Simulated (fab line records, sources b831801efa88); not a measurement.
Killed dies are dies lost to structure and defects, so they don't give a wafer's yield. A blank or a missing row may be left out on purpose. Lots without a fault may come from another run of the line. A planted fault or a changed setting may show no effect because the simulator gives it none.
Problem report in the 8D (eight disciplines) form, filled by code | flow gf180mcu | the parts of the form that need people (team, actions taken, sign-off) are left out

1. THE PROBLEM
run_length_s at GF_SAB_WET_ETCH_12 reads a mean of 542 s on 6 wafers of 2 lots; wafers without a fault read 468 s with a standard deviation of 3.8. That is +19 standard deviations from the usual mean.
The step: etches SiO2 in dHF, target depth 22 nm, time 440 s.
First seen on wafer L760.1, day 21 23:43, on wet_bench-03. The record holds 18 wafers of 6 lots with a number at this step. Rule for "out", or "out of limits": more than 4 standard deviations from the usual mean. The other wafers with a number count as sound.

2. WHAT IT IS AND WHAT IT IS NOT
question                    | is                     | is not
which readings at this step | run_length_s           | -
which lots                  | L760, L762             | L751, L755, L756, L764
which wafers of those lots  | all that have a number | -
read on which tools         | wet_bench-03           | wet_bench-01, wet_bench-04
when                        | from day 21 23:43      | up to then (9 sound wafers); but 3 sound wafers of L764 came after

3. SUSPECTS, AND WHAT RULES EACH OUT
Counting: a tool at a process step up to the reading stays a suspect if it ran every lot that is out and no sound lot after the first of them.
- wet_bench-03 at GF_SAB_WET_ETCH_12 (etches SiO2 in dHF, target depth 22 nm, time 440 s): kept. It ran every lot that is out, first L760 (day 21 23:43), and no sound lot after that; its last sound lot up to then is L755 (day 20 05:58). Its own readings are out on those wafers: run_length_s.
Left after counting: wet_bench-03 at GF_SAB_WET_ETCH_12.

4. THE CAUSE (what the simulator had put in)
Process parameter drift: wet_bench-03, from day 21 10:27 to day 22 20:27, at GF_SAB_WET_ETCH_12. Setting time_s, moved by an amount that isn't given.
Counting left only this tool.

5. THE CHAIN OF EFFECTS, in route order
Each row: a reading whose mean over the struck wafers that have a number lies more than 3 standard deviations from the usual. Only readings for which the record gives a usual standard deviation are gone through. hours: the time from each lot's start at the first step in this table that gives one to its start at this step, as a median over the lots. sigmas: the change in usual standard deviations.
hours | step               | reading      | usual | on struck wafers | change | sigmas
0     | GF_SAB_WET_ETCH_12 | run_length_s | 468 s | 542              | +74    | +19
The process steps in it:
- GF_SAB_WET_ETCH_12: etches SiO2 in dHF, target depth 22 nm, time 440 s.

6. WHAT WOULD HAVE CAUGHT IT SOONER
In this record the first reading out of limits was taken at day 21 23:43, 13 hours after the fault began at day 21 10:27.
